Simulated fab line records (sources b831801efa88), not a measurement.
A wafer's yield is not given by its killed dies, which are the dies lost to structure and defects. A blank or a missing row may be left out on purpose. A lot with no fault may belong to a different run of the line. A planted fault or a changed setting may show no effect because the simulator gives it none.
Matching of chambers	flow sky130	SKY_CONTACT_CMP_04 on cmp-02: 4 sister chambers
The step polishes SiO2. 19 wafers are shown with their chamber, then 9 later ones without.

## WAFERS WITH THEIR CHAMBER
wafer	chamber	motor-current-A (A)	time-to-endpoint-s (s)
L963.1	3	11.7	82
L963.2	1	12.7	83
L963.3	2	12.1	85
L964.3	2	13.0	85
L964.5	2	12.7	88
L964.6	1	12.4	81
L965.1	3	11.9	83
L965.2	1	12.1	82
L965.6	2	11.9	84
L969.1	3	11.6	78
L969.3	1	12.9	76
L969.6	3	11.4	78
L972.6	3	11.9	83
L982.3	1	12.7	82
L982.4	3	11.7	84
L982.6	1	12.4	86
L983.3	0	13.2	86
L983.4	2	12.8	86
L983.6	2	12.6	83

SIGNATURES (means of the wafers above)
reading	chamber 0	chamber 1	chamber 2	chamber 3	scatter within a chamber
motor-current-A	13.200	12.533	12.517	11.700	0.316
time-to-endpoint-s	86.00	81.67	85.17	81.33	2.63
Rule: for a wafer and a chamber, the distance is found by dividing, reading by reading, the gap between the wafer's reading and the chamber's mean by the reading's scatter, squaring, summing and taking the root. The wafer belongs to the nearest chamber; if the next one is less than 2 further off, it can't be placed. The scatter is the square root of a quotient: the sum, over the shown wafers, of each reading's squared deviation from its chamber's mean, divided by wafers minus chambers.

## WAFERS WITH NO CHAMBER GIVEN
wafer	motor-current-A (A)	time-to-endpoint-s (s)
L984.1	11.8	79
L984.5	11.3	81
L984.6	12.5	85
L985.1	13.2	83
L985.2	11.9	85
L985.5	12.0	86
L986.1	12.5	81
L986.4	12.9	82
L986.5	12.6	76

## THE CHAMBER EACH PASSED THROUGH
wafer	from the rows above	in truth
L984.1	can't be placed: 3 or 1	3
L984.5	3	3
L984.6	can't be placed: 2 or 1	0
L985.1	can't be placed: 0 or 1 or 2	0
L985.2	can't be placed: 3 or 2 or 1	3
L985.5	can't be placed: 2 or 3 or 1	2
L986.1	can't be placed: 1 or 2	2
L986.4	can't be placed: 1 or 2 or 0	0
L986.5	can't be placed: 1 or 3 or 2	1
Correctly placed: 1 of 9. Can't be placed from these rows: 8 (the true chamber is among the candidates in 7). Wrongly placed: 0.
